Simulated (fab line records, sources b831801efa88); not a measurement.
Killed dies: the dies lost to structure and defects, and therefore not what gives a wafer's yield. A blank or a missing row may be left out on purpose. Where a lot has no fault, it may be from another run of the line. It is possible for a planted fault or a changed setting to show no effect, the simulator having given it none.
The same fault as seen by 2 desks | flow gf180mcu | each desk holds nothing but its own numbers, with what lay behind them at the end

FOR THE TOOL OWNER'S DESK: cvd-w-01
The tool's own readings at GF_V2_CVD_23 (deposits W, target thk 350 nm, time 104.94 s): means of the sampled wafers that have a number, for each lot that ran on this tool. The brackets show how far a lot's mean lies from the usual mean; more than 4 standard deviations puts the lot out of limits, marked OUT.
Columns: A = chamber-pressure-Torr at GF_V2_CVD_23, usual 40.02 Torr; B = heater-power-w at GF_V2_CVD_23, usual 887 W
lot  | first seen here | A               | B
L262 | day 21 04:52    | 39.95           | 896
L263 | day 21 08:40    | 40.04           | 840
L264 | day 22 00:04    | 40.00           | 840
L265 | day 22 02:20    | 40.00           | 853
L267 | day 23 02:23    | 40.02           | 899
L268 | day 23 07:46    | 40.06           | 961
L273 | day 25 03:40    | 40.00           | 884
L274 | day 25 14:35    | 40.04           | 848
L275 | day 26 00:16    | 40.03           | 839
L278 | day 26 22:28    | 40.00           | 847
L280 | day 27 06:01    | 41.53 (+19) OUT | 911
L281 | day 27 09:07    | 41.59 (+20) OUT | 918
L283 | day 28 02:35    | 41.60 (+20) OUT | 908
This desk's finding: out of limits on L280, L281, L283; first on L280, day 27 06:01 (chamber-pressure-Torr at GF_V2_CVD_23). L262, L263, L264, L265, L267, L268, L273, L274, L275, L278: within limits.

FROM THE METROLOGY DESK
What the gauges read for every lot (on any tool): the sampled wafers with a number, averaged. The brackets show how far a lot's mean lies from the usual mean; more than 4 standard deviations puts the lot out of limits, marked OUT.
Columns: A = V2_CVD_02_THK at GF_V2_THK_MEAS_03, usual 848 nm; B = V2_BOW at GF_V2_BOW_MEAS_05, usual 102 um; C = V2_W_THK at GF_V2_THK_MEAS_25, usual 348 nm
lot  | first seen here | A   | B   | C
L262 | day 20 03:42    | 845 | 93  | 349
L263 | day 20 09:32    | 858 | 115 | 352
L264 | day 20 23:34    | 842 | 100 | 351
L265 | day 21 01:04    | 850 | 109 | 349
L267 | day 22 02:08    | 838 | 112 | 344
L268 | day 22 07:24    | 832 | 104 | 347
L271 | day 23 09:11    | 859 | 102 | 344
L273 | day 24 04:29    | 862 | 105 | 345
L274 | day 24 15:13    | 850 | 91  | 353
L275 | day 25 01:37    | 849 | 109 | 352
L278 | day 25 23:49    | 846 | 99  | 343
L280 | day 26 07:49    | 844 | 97  | 355
L281 | day 26 11:24    | 847 | 103 | 358
L283 | day 27 04:43    | 860 | 105 | 352
Result from this desk: across the 14 lots, nothing is out of limits.

PUT TOGETHER
The tool owner's desk had the chance to raise an alarm at day 27 06:01 on L280, L281, L283.
The metrology desk saw nothing out of limits.
The metrology desk holds a record of L280, L281, L283, inside its limits.
The lots listed all ran GF_V2_CVD_23 on cvd-w-01.

WHAT THE SIMULATOR HAD PUT IN
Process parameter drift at GF_V2_CVD_23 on cvd-w-01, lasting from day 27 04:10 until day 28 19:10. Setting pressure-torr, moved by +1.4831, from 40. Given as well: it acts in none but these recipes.
Lots struck among those shown: L280, L281, L283.
Hours from the fault's start to each desk's first reading out of limits: the tool owner's desk, 2.
